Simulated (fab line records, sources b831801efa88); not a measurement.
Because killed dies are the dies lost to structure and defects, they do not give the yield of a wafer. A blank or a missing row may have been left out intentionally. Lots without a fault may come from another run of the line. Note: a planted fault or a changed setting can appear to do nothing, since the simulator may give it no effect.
Chamber matching    flow gf180mcu    GF_PASSIVATION_CVD_02 on pecvd-02: 3 sister chambers
The step deposits Si3N4, target thk 700 nm, time 486.18 s. 16 wafers are shown with their chamber, then 8 later ones without.

WAFERS WITH THEIR CHAMBER
wafer   chamber  heaterPowerW (W)
L076.1  2        629
L076.4  1        945
L076.6  2        631
L082.4  1        950
L082.5  2        618
L082.6  0        668
L084.2  0        706
L084.4  2        669
L084.6  0        565
L086.3  2        592
L086.5  2        630
L086.6  1        1063
L091.1  2        610
L091.2  1        1010
L091.3  0        670
L092.1  0        710

SIGNATURES, as means of the wafers listed above
reading       chamber 0  chamber 1  chamber 2  scatter within a chamber
heaterPowerW  663.80     992.00     625.57     45.1
Rule: for each reading, subtract the chamber's mean from the wafer's reading, divide by that reading's scatter and square the result; add these up over the readings and take the root, which gives the wafer's distance from the chamber. The wafer belongs to the nearest chamber; if the next one is less than 2 further off, it can't be placed. How the scatter is found: for the shown wafers, subtract from each reading the mean of its chamber, square and add these, divide the total by (wafers less chambers), then take the root.

WAFERS WHOSE CHAMBER IS MISSING
wafer   heaterPowerW (W)
L092.5  570
L092.6  633
L094.1  933
L094.2  714
L094.6  570
L095.1  977
L095.4  701
L095.5  1032

WHICH CHAMBER EACH WENT THROUGH
wafer   from the rows above      in truth
L092.5  can't be placed: 2 or 0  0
L092.6  can't be placed: 2 or 0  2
L094.1  1                        1
L094.2  can't be placed: 0 or 2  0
L094.6  can't be placed: 2 or 0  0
L095.1  1                        1
L095.4  can't be placed: 0 or 2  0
L095.5  1                        1
Placed correctly: 3 of 8. These rows do not allow placing 5 (true chamber among the candidates in 5). Number placed wrongly: 0.
